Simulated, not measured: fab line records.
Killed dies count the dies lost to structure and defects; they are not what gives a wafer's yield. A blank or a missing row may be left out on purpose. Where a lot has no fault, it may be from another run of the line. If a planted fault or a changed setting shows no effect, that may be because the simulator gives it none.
The same fault as seen by 2 desks	flow sky130	each desk holds nothing but its own numbers, with what lay behind them at the end

AT THE METROLOGY DESK
What the gauges read, lot by lot, whatever tool the lot ran on: means of the sampled wafers that have a number. If a lot's mean is further than 4 standard deviations from the usual mean, the lot is out of limits and carries the mark OUT (the distance appears in the brackets).
Columns: A = VIA4_OVL at SKY_VIA4_OVL_MEAS_11, usual -0.2 nm; B = VIA4_W_RS at SKY_VIA4_RS_MEAS_19, usual 0.2270 ohm/sq; C = VIA4_W_THK at SKY_VIA4_THK_MEAS_20, usual 502 nm
lot	first seen here	A	B	C
L204	day 44 09:36	-0.4	0.2250	513
L206	day 44 23:08	-0.3	0.2270	494
L212	day 46 08:38	-0.6	0.2297	500
L214	day 46 19:23	0.2	0.2273	497
L220	day 48 07:38	-0.4	0.2291	488
L224	day 48 21:39	-1.4	0.2267	503
Finding of this desk: none of the 6 lots has anything out of limits.

THE TOOL OWNER'S DESK: pvd-sputter-02
The tool's own readings at SKY_METAL5_SPUTTER_00 (material Ti, target thk 15 nm, time 10 s): means of the sampled wafers that have a number, for each lot that ran on this tool. If a lot's mean is further than 4 standard deviations from the usual mean, the lot is out of limits and carries the mark OUT (the distance appears in the brackets).
Columns: A = cathode-dc-power-W at SKY_METAL5_SPUTTER_00, usual 3000.1 W; B = throttle-valve-pct at SKY_METAL5_SPUTTER_00, usual 30.3 %
lot	first seen here	A	B
L204	day 44 10:59	3000.1	29.9
L212	day 46 10:01	2999.9	29.9
L214	day 46 20:51	3000.2	29.4
Finding of this desk: none of the 3 lots has anything out of limits.

PUT TOGETHER
From the metrology desk's view, nothing was out of limits.
The desk of the tool owner found nothing out of limits.

WHAT THE SIMULATOR PUT IN
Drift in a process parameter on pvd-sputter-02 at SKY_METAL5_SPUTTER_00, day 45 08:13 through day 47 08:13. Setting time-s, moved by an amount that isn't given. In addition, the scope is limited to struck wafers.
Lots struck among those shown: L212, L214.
